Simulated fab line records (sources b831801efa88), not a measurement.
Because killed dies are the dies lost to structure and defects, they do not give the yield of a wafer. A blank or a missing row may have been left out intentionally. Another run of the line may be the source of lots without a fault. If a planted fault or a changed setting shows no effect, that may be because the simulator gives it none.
fab line records	flow sky130
[record] lots = 11	wafers = 33	last_day = 50
route steps=708 shown CONTACT@422 VIA1@481 VIA4@641 PAD_OPEN@707
lots with no fault: from the same line, run without faults
start_h: start of the lot's first displayed wafer, in hours after the record's first day	wait_h: hours elapsed since this lot's preceding step	" identical to the entry in the row above	L1.1+2: a row that stands for several wafers	- no value, or no start given	* or withheld: withheld	< > ~ a bound
route shown NAME@n: a module of which the file shows steps, and the number in the route of the first	usual: mean/standard deviation taken from wafers without a fault	same: alike in all rows	chamber/n: place in a boat	sites: each site's reading	_std_site: their standard deviation	_edge_site: outer sites' mean less inner sites'	radius_mm: for every site, how far away it sits from the centre of the wafer	mask NAME#n: copy n	behind: tool/chamber where the wafer was last shaped	hold: why the lot went on hold/how many hours it stayed there/how the hold came to an end	device: the transistor (n, p or np) that didn't switch	end of line: tests run on the same wafers once the route is complete	a step without rows: its recipe alone	killed: dies lost to structure and defects at the first sort, not the wafer's yield	map: the dies of a wafer, with x for killed, . for not killed, _ for no die there
set.NAME: the run value of the setting; set.NAME@STEP: its run value at that earlier step	model.NAME: the simulator's own value behind a step, which no gauge read
a sample of lots followed through the steps of the route, with each step as a table and each wafer as a row
services: the hour from which a tool's chamber was out of use, counted from the record's first day as start_h (under 0 if before that day), plus the number of hours and why
[[steps]]
[step SKY_CONTACT_ETCH_16]
[recipe] chemistry = N2/H2	target = BARC	ion_energy_ev = 200	source_w = 500	bias_w = 100	pressure_mtorr = 30	n2_flow_sccm = 100	h2_flow_sccm = 200	stop_on = SiO2	time_s = 45.9	target_depth_a = 600
[usual] chamber_pressure_mTorr = 30.00/0.037	drypump_motor_current_A = 5.6/0.52	oes_product_au = 0.856/0.0047	throttle_valve_pct = 13.225/0.0093
lot.wafer	tool	chamber	start_h	wait_h	chamber_pressure_mTorr	drypump_motor_current_A	oes_product_au	rf_hours_counter_h	throttle_valve_pct
L615.1	rie_diel-04	2	744.46	0.0	30.00	5.6	0.858	6	13.218
L615.2	"	3	"	"	29.94	4.9	0.850	2	13.224
L615.4	"	0	"	"	29.98	6.0	0.853	17	13.224
L617.2	rie_diel-04	0	767.91	0.0	29.94	6.0	0.856	18	13.222
L617.5	"	2	"	"	30.04	5.6	0.862	-	13.245
L617.6	"	1	"	"	30.01	5.6	0.867	-	13.215
L622.1	rie_diel-04	2	809.81	0.0	29.98	5.6	0.856	9	13.216
L622.2	"	1	"	"	29.99	5.6	0.851	21	13.204
L622.3	"	3	"	"	30.03	4.9	0.867	4	13.225
L625.1	rie_diel-01	1	875.21	0.0	30.03	6.4	0.861	20	13.241
L625.2	"	3	"	"	30.03	5.8	0.861	10	13.221
L625.3	"	2	"	"	29.98	5.7	0.855	11	13.199
L627.2	rie_diel-04	3	879.26	0.0	29.98	4.9	0.846	6	13.226
L627.3	"	0	"	"	30.00	6.0	0.850	21	13.237
L627.6	"	0	"	"	30.02	6.0	0.851	-	13.237
L629.1	rie_diel-04	0	880.86	0.0	30.01	6.0	0.855	21	13.229
L629.3	"	1	"	"	29.97	5.6	0.862	23	13.214
L629.5	"	1	"	"	30.03	5.6	0.853	-	13.210
L630.1	rie_diel-03	0	885.97	0.0	30.03	6.1	0.861	14	13.227
L630.2	"	3	"	"	29.99	5.2	0.857	15	13.228
L630.3	"	2	"	"	30.01	4.8	0.852	16	13.223
L631.1	rie_diel-01	0	887.79	0.0	30.03	6.6	0.860	20	13.222
L631.3	"	3	"	"	29.98	5.8	0.855	10	13.225
L631.6	"	0	"	"	29.96	6.6	0.856	-	13.250
L632.2	rie_diel-01	3	893.24	0.0	29.98	5.8	0.856	10	13.212
L632.4	"	0	"	"	30.02	6.6	0.849	20	13.222
L632.6	"	1	"	"	29.98	6.4	0.856	-	13.216
L634.1	rie_diel-03	1	905.34	0.0	30.05	5.0	0.855	15	13.226
L634.5	"	0	"	"	30.00	6.1	0.860	-	13.231
L634.6	"	3	"	"	29.99	5.3	0.856	-	13.215
L635.4	rie_diel-04	3	910.76	0.0	29.98	4.9	0.848	7	13.237
L635.5	"	3	"	"	30.01	4.9	0.855	-	13.230
L635.6	"	0	"	"	29.99	6.0	0.857	-	13.235
[step SKY_VIA1_THK_MEAS_23]
[recipe] thk_meas_gauge = xrf	reads = W_of_VIA1_CVD_21
[usual] VIA1_W_THK = 274/4.3
lot.wafer	tool	chamber	start_h	wait_h	VIA1_W_THK[nm]
L615.1	film_metro-01	-	802.19	0.1	270
L615.2	"	-	"	"	278
L615.4	"	-	"	"	276
L617.2	film_metro-04	-	827.21	0.1	275
L617.5	"	-	"	"	280
L617.6	"	-	"	"	272
L622.1	film_metro-04	-	866.23	0.1	271
L622.2	"	-	"	"	274
L622.3	"	-	"	"	274
L625.1	film_metro-01	-	931.49	0.1	270
L625.2	"	-	"	"	275
L625.3	"	-	"	"	270
L627.2	film_metro-01	-	935.66	0.1	270
L627.3	"	-	"	"	270
L627.6	"	-	"	"	266
L629.1	film_metro-04	-	936.22	0.1	279
L629.3	"	-	"	"	272
L629.5	"	-	"	"	275
L630.1	film_metro-03	-	941.32	0.1	278
L630.2	"	-	"	"	269
L630.3	"	-	"	"	276
L631.1	film_metro-03	-	942.99	0.1	270
L631.3	"	-	"	"	273
L631.6	"	-	"	"	271
L632.2	film_metro-01	-	947.86	0.1	275
L632.4	"	-	"	"	271
L632.6	"	-	"	"	276
L634.1	film_metro-03	-	959.62	0.1	269
L634.5	"	-	"	"	269
L634.6	"	-	"	"	271
L635.4	film_metro-03	-	964.27	0.1	277
L635.5	"	-	"	"	281
L635.6	"	-	"	"	270
[step SKY_VIA4_CMP_02]
[recipe] material = SiO2	down_force_psi = 4	platen_rpm = 60	pad_velocity_m_s = 0.94248
[usual] edge_zone_pressure_frac = 0.999/0.0057	head_pressure_psi = 3.999/0.0082	motor_current_A = 13.0/1.1
lot.wafer	tool	chamber	start_h	wait_h	edge_zone_pressure_frac	head_pressure_psi	motor_current_A
L615.4	cmp-02	1	989.35	0.1	1.001	4.009	12.4
L615.2	"	2	"	"	1.000	4.011	11.2
L615.1	"	3	"	"	1.002	4.005	11.4
L617.2	cmp-01	0	1011.85	0.2	1.004	4.001	13.8
L617.5	"	1	"	"	0.990	3.990	14.5
L617.6	"	2	"	"	1.000	4.011	12.9
L622.1	cmp-02	0	1044.54	0.1	0.996	3.996	14.3
L622.2	"	2	"	"	0.998	3.991	11.0
L622.3	"	3	"	"	0.999	3.985	11.3
L625.3	cmp-02	1	1099.90	0.1	-	-	-
L625.1	"	2	"	"	-	-	-
L625.2	"	3	"	"	-	-	-
L627.2	cmp-02	0	1101.01	0.1	-	-	-
L627.3	"	2	"	"	-	-	-
L627.6	"	0	"	"	-	-	-
L629.1	cmp-01	0	1103.11	0.1	1.006	4.002	13.8
L629.3	"	2	"	"	1.005	4.011	13.2
L629.5	"	0	"	"	1.005	4.006	13.8
L630.3	cmp-01	3	1106.38	0.0	1.003	4.005	11.6
L630.2	"	1	"	"	1.007	3.984	13.7
L630.1	"	2	"	"	0.992	3.995	13.4
L631.1	cmp-02	0	1107.07	0.1	1.005	3.989	14.5
L631.3	"	3	"	"	1.009	4.010	12.4
L631.6	"	0	"	"	0.996	4.006	14.9
L632.4	cmp-02	2	1112.00	0.1	1.004	4.016	11.3
L632.2	"	0	"	"	0.993	3.990	15.3
L632.6	"	1	"	"	0.997	3.993	12.2
L634.1	cmp-02	0	1121.42	0.1	1.008	4.003	14.3
L634.5	"	0	"	"	1.001	4.017	15.0
L634.6	"	1	"	"	1.006	4.006	13.1
L635.4	cmp-02	0	1127.76	0.2	1.002	4.003	13.4
L635.6	"	1	"	"	0.995	4.003	11.8
L635.5	"	2	"	"	1.007	3.988	11.8
[step SKY_VIA4_BOW_MEAS_03]
[recipe] mode = bow
[usual] VIA4_BOW = 79/10
lot.wafer	tool	chamber	start_h	wait_h	VIA4_BOW[um]
L615.1	film_metro-03	-	989.60	0.1	96
L615.2	"	-	"	"	89
L615.4	"	-	"	"	88
L617.2	film_metro-04	-	1012.02	0.1	80
L617.5	"	-	"	"	78
L617.6	"	-	"	"	78
L622.1	film_metro-02	-	1044.84	0.2	86
L622.2	"	-	"	"	87
L622.3	"	-	"	"	75
L625.1	film_metro-03	-	1100.15	0.1	123
L625.2	"	-	"	"	127
L625.3	"	-	"	"	118
L627.2	film_metro-03	-	1101.28	0.2	138
L627.3	"	-	"	"	137
L627.6	"	-	"	"	148
L629.1	film_metro-03	-	1103.41	0.2	76
L629.3	"	-	"	"	83
L629.5	"	-	"	"	86
L630.1	film_metro-03	-	1106.73	0.2	96
L630.2	"	-	"	"	93
L630.3	"	-	"	"	88
L631.1	film_metro-03	-	1107.37	0.2	59
L631.3	"	-	"	"	79
L631.6	"	-	"	"	79
L632.2	film_metro-03	-	1112.27	0.1	68
L632.4	"	-	"	"	70
L632.6	"	-	"	"	73
L634.1	film_metro-02	-	1121.72	0.2	90
L634.5	"	-	"	"	92
L634.6	"	-	"	"	74
L635.4	film_metro-03	-	1127.97	0.2	85
L635.5	"	-	"	"	81
L635.6	"	-	"	"	72
[step SKY_VIA4_ETCH_12]
[recipe] target = SiO2	chemistry = C4F8/O2/Ar	stop_on = TiN	mask_material = NOVOLAK	source_w = 1500	bias_w = 1200	pressure_mtorr = 40	c4f8_flow_sccm = withheld	O2_flow_sccm = 6	Ar_flow_sccm = 300	time_s = withheld	target_depth_a = 5800
[usual] chamber_pressure_mTorr = 40.00/0.035	oes_product_au = 0.925/0.0047
lot.wafer	tool	chamber	start_h	wait_h	chamber_pressure_mTorr	oes_product_au
L615.1	rie_diel-01	2	1012.58	0.0	39.91	0.923
L615.2	"	1	"	"	40.00	0.924
L615.4	"	3	"	"	40.02	0.918
L617.2	rie_diel-01	2	1034.57	0.0	40.03	0.928
L617.5	"	1	"	"	39.98	0.930
L617.6	"	0	"	"	40.02	0.925
L622.1	rie_diel-04	0	1065.82	0.0	39.97	0.924
L622.2	"	3	"	"	40.02	0.926
L622.3	"	1	"	"	40.08	0.930
L625.1	rie_diel-02	1	1119.74	0.0	39.97	1.626
L625.2	"	0	"	"	40.04	1.599
L625.3	"	2	"	"	39.98	1.629
L627.2	rie_diel-02	2	1120.83	0.0	40.10	1.611
L627.3	"	1	"	"	39.98	1.619
L627.6	"	1	"	"	39.98	1.627
L629.1	rie_diel-01	3	1122.98	0.0	40.02	0.921
L629.3	"	0	"	"	40.04	0.925
L629.5	"	2	"	"	40.01	0.927
L630.1	rie_diel-04	1	1126.29	0.0	40.02	0.939
L630.2	"	2	"	"	40.01	0.923
L630.3	"	3	"	"	39.97	0.921
L631.1	rie_diel-01	2	1126.59	0.0	39.96	0.931
L631.3	"	1	"	"	40.00	0.929
L631.6	"	2	"	"	40.05	0.916
L632.2	rie_diel-04	0	1131.03	0.0	39.99	0.926
L632.4	"	3	"	"	39.97	0.926
L632.6	"	2	"	"	40.05	0.924
L634.1	rie_diel-04	3	1140.07	0.0	40.00	0.928
L634.5	"	0	"	"	40.02	0.920
L634.6	"	1	"	"	39.99	0.927
L635.4	rie_diel-04	0	1145.94	0.0	39.93	0.927
L635.5	"	1	"	"	40.01	0.932
L635.6	"	0	"	"	40.01	0.928
[step SKY_PAD_OPEN_BOW_MEAS_13]
[recipe] mode = bow
[usual] PAD_OPEN_BOW = 45/10
lot.wafer	tool	chamber	start_h	wait_h	PAD_OPEN_BOW[um]
L615.1	film_metro-01	-	1082.85	-	58
L615.2	"	-	"	"	52
L615.4	"	-	"	"	51
L617.2	film_metro-01	-	1101.44	-	49
L617.5	"	-	"	"	48
L617.6	"	-	"	"	48
L622.1	film_metro-02	-	1129.79	-	50
L622.2	"	-	"	"	53
L622.3	"	-	"	"	42
L629.1	film_metro-01	-	1182.91	-	44
L629.3	"	-	"	"	54
L629.5	"	-	"	"	56
L630.1	film_metro-03	-	1185.17	-	64
L630.2	"	-	"	"	61
L630.3	"	-	"	"	56
L631.1	film_metro-01	-	1186.27	-	25
L631.3	"	-	"	"	45
L631.6	"	-	"	"	46
L632.2	film_metro-01	-	1190.80	-	33
L632.4	"	-	"	"	33
L632.6	"	-	"	"	38
L634.1	film_metro-01	-	1197.45	-	54
L634.5	"	-	"	"	60
L634.6	"	-	"	"	42
L635.4	film_metro-01	-	1202.99	-	52
L635.5	"	-	"	"	48
L635.6	"	-	"	"	37
[step SKY_PAD_OPEN_PROBE_99]
[usual] defect_limited_yield = 82.6/2	killed_at_M0_to_M3 = 43/7.3	killed_at_M4_up = 3.4/1.7	killed_at_contacts = 24/4.5	killed_at_front_end = 16/4.4	killed_at_other = 0.2/0.51	killed_dies = 86/9.7	killed_on_rim = 17/3.7	killed_open = 46/6.6	killed_short = 39/7.1	sort_bin_3_pad_short = 0.9/0.45	sort_bin_5_function = 10.4/1.4	sort_bin_6_memory = 6.2/1.2	sort_n_pass = 406/9.7	sort_yield_pct = 82.6/2
[same] gross_dies = 492	killed_at_back_side = 0	sort_bin_4_leakage[%] = 0	sort_bin_8_speed[%] = 0
lot.wafer	tool	chamber	start_h	wait_h	defect_limited_yield[%]	killed_at_M0_to_M3	killed_at_M4_up	killed_at_contacts	killed_at_front_end	killed_at_other	killed_dies	killed_on_rim	killed_open	killed_short	sort_bin_3_pad_short[%]	sort_bin_5_function[%]	sort_bin_6_memory[%]	sort_n_pass	sort_yield_pct[%]
L622.1	prober-01	-	1129.91	0.1	83.5	47	2	20	12	0	81	11	50	31	0.4	10.0	6.1	411	83.5
L622.2	prober-01	-	1129.96	0.1	86.0	38	3	17	11	0	69	15	38	31	1.2	9.6	3.3	423	86.0
L622.3	prober-01	-	1130.01	0.2	82.9	40	2	27	15	0	84	17	37	47	1.2	9.8	6.1	408	82.9
L625.1	prober-01	-	1180.46	0.1	0	49	405	14	23	1	492	96	44	46	2.4	91.9	5.7	0	0
L625.2	prober-01	-	1180.51	0.1	0	40	414	20	18	0	492	96	44	35	1.2	93.7	5.1	0	0
L625.3	prober-01	-	1180.56	0.2	0	59	395	20	18	0	492	96	51	47	1.8	91.5	6.7	0	0
L627.2	prober-01	-	1182.01	0.1	0	55	397	22	18	0	492	96	45	59	1.8	91.3	6.9	0	0
L627.3	prober-01	-	1182.06	0.2	0	48	401	28	14	1	492	96	59	38	0.6	93.1	6.3	0	0
L627.6	prober-01	-	1182.21	0.2	0	48	417	14	13	0	492	96	33	43	1.0	93.1	5.9	0	0
L629.1	prober-01	-	1183.03	0.1	82.7	44	4	26	10	1	85	18	37	48	1.0	9.8	6.5	407	82.7
L629.3	prober-01	-	1183.13	0.2	83.1	44	3	23	12	1	83	19	39	44	1.6	8.7	6.5	409	83.1
L629.5	prober-01	-	1183.23	0.2	83.3	38	2	28	14	0	82	13	49	33	1.0	11.2	4.5	410	83.3
// killed by level:class
L622.1 VIA1:geometric_particle:open=17 METAL2:geometric_particle:short=8 CONTACT:geometric_particle:open=8 VIA3:geometric_particle:open=8 LI_CONTACT:geometric_particle:open=6 VIA1:geometric_particle:short=5 METAL1:geometric_particle:short=4 FIELD_ISO:geometric_particle:short=3
L622.2 VIA1:geometric_particle:open=9 VIA3:geometric_particle:open=8 CONTACT:geometric_particle:short=6 CONTACT:geometric_particle:open=5 VIA1:geometric_particle:short=5 FIELD_ISO:geometric_particle:short=4 LI_CONTACT:geometric_particle:open=4 METAL1:geometric_particle:short=4
L622.3 VIA1:geometric_particle:open=12 FIELD_ISO:geometric_particle:short=8 CONTACT:geometric_particle:short=6 LI_CONTACT:geometric_particle:open=5 LI_CONTACT:geometric_particle:short=5 VIA3:geometric_particle:open=5 VIA2:geometric_particle:short=5 LOCAL_INTERCONNECT:geometric_particle:short=5
L625.1 VIA4:area_cmp=402 FIELD_ISO:geometric_particle:open=9 VIA1:geometric_particle:open=7 VIA1:geometric_particle:short=7 VIA2:geometric_particle:open=7 VIA3:geometric_particle:open=6 LI_CONTACT:geometric_particle:open=5 VIA2:geometric_particle:short=5
L625.2 VIA4:area_cmp=413 VIA1:geometric_particle:open=10 FIELD_ISO:geometric_particle:open=9 CONTACT:geometric_particle:open=9 METAL2:geometric_particle:short=7 FIELD_ISO:geometric_particle:short=6 VIA2:geometric_particle:open=6 LI_CONTACT:geometric_particle:open=4
L625.3 VIA4:area_cmp=394 VIA1:geometric_particle:open=20 METAL1:geometric_particle:short=8 LI_CONTACT:geometric_particle:open=7 CONTACT:geometric_particle:short=7 VIA2:geometric_particle:open=5 VIA3:geometric_particle:open=5 POLY_GATE:geometric_particle:open=4
L627.2 VIA4:area_cmp=388 VIA1:geometric_particle:open=18 METAL2:geometric_particle:short=11 VIA1:geometric_particle:short=8 POLY_GATE:geometric_particle:short=7 METAL4:geometric_particle:short=7 LOCAL_INTERCONNECT:geometric_particle:short=5 LI_CONTACT:geometric_particle:open=4
L627.3 VIA4:area_cmp=395 VIA1:geometric_particle:open=13 CONTACT:geometric_particle:open=12 VIA3:geometric_particle:open=10 VIA1:geometric_particle:short=6 CONTACT:geometric_particle:short=5 METAL4:geometric_particle:short=5 LOCAL_INTERCONNECT:geometric_particle:short=4
L627.6 VIA4:area_cmp=416 METAL1:geometric_particle:short=9 METAL2:geometric_particle:short=8 VIA1:geometric_particle:short=7 VIA2:geometric_particle:open=7 CONTACT:geometric_particle:short=5 VIA1:geometric_particle:open=5 SPACER:geometric_particle:open=4
L629.1 VIA1:geometric_particle:open=9 VIA1:geometric_particle:short=8 LI_CONTACT:geometric_particle:short=7 LOCAL_INTERCONNECT:geometric_particle:short=6 CONTACT:geometric_particle:open=6 METAL2:geometric_particle:short=5 LI_CONTACT:geometric_particle:open=4 METAL1:geometric_particle:short=4
L629.3 CONTACT:geometric_particle:open=12 METAL2:geometric_particle:short=9 VIA1:geometric_particle:open=8 METAL1:geometric_particle:short=7 VIA3:geometric_particle:open=7 FIELD_ISO:geometric_particle:short=5 LOCAL_INTERCONNECT:geometric_particle:short=4 CONTACT:geometric_particle:short=3
L629.5 VIA1:geometric_particle:open=12 LI_CONTACT:geometric_particle:open=9 VIA1:geometric_particle:short=7 VIA3:geometric_particle:open=7 CONTACT:geometric_particle:open=6 CONTACT:geometric_particle:short=5 METAL2:geometric_particle:short=5 FIELD_ISO:geometric_particle:open=3
[[services]]
tool	chamber	start_h	hours	kind
cmp-02	-	742.00	1.2	repair
rie_diel-01	-	745.65	2.8	pm
rie_diel-04	3	757.67	8.2	repair
cmp-02	-	774.88	3.5	repair
cmp-02	-	817.34	4.3	pm
rie_diel-04	0	870.81	1.3	repair
rie_diel-01	2	894.96	6.7	repair
cmp-02	-	897.36	14.7	repair
rie_diel-04	1	900.85	2.5	repair
rie_diel-01	3	903.34	3.1	repair
cmp-02	-	912.03	4.0	pm
rie_diel-04	3	927.39	5.5	repair
rie_diel-01	0	943.95	7.9	repair
cmp-02	-	945.48	2.2	repair
cmp-02	-	949.42	2.6	repair
cmp-02	-	995.02	1.7	repair
rie_diel-04	-	1007.82	2.8	pm
cmp-02	-	1018.68	11.6	pm
rie_diel-01	2	1024.71	7.2	repair
rie_diel-04	-	1028.51	0.6	repair
rie_diel-04	-	1063.35	0.6	repair
cmp-02	-	1078.35	0.5	repair
cmp-02	-	1087.35	1.9	repair
cmp-02	-	1140.09	3.6	repair
[[key]]
[first_sign] step = SKY_VIA4_CMP_02	reading = tool_record	direction = missing
[effect] step = SKY_VIA4_BOW_MEAS_03	reading = VIA4_BOW	direction = up	sigmas = 5.3	usual = 79	struck = 132
[effect] step = SKY_VIA4_ETCH_12	reading = oes_product_au	direction = up	sigmas = 99+	usual = 0.925	struck = 1.619
[effect] step = SKY_PAD_OPEN_PROBE_99	reading = killed_at_M4_up	direction = up	sigmas = 99+	usual = 3.4	struck = 404.8
[more_kills_born_at] SKY_VIA4_CMP_02@cmp-02 = 2408
met_at SKY_VIA4_CMP_02
struck_lots L625,L627
later_rows_left_out L625.1,L625.2,L625.3,L627.2,L627.3,L627.6
not_acting_at SKY_CONTACT_ETCH_16,SKY_VIA1_THK_MEAS_23,SKY_PAD_OPEN_BOW_MEAS_13
onset_between 1044.54 1099.90
[fault] kind = skipped_step_whole	tool = cmp-02	chamber = -	onset_h = 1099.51	steps = SKY_VIA4_CMP_02	scope = struck_lots_only
// later_rows_left_out: the simulator's readings of these wafers behind a module that went badly wrong aren't trusted and aren't shown, but for the sort
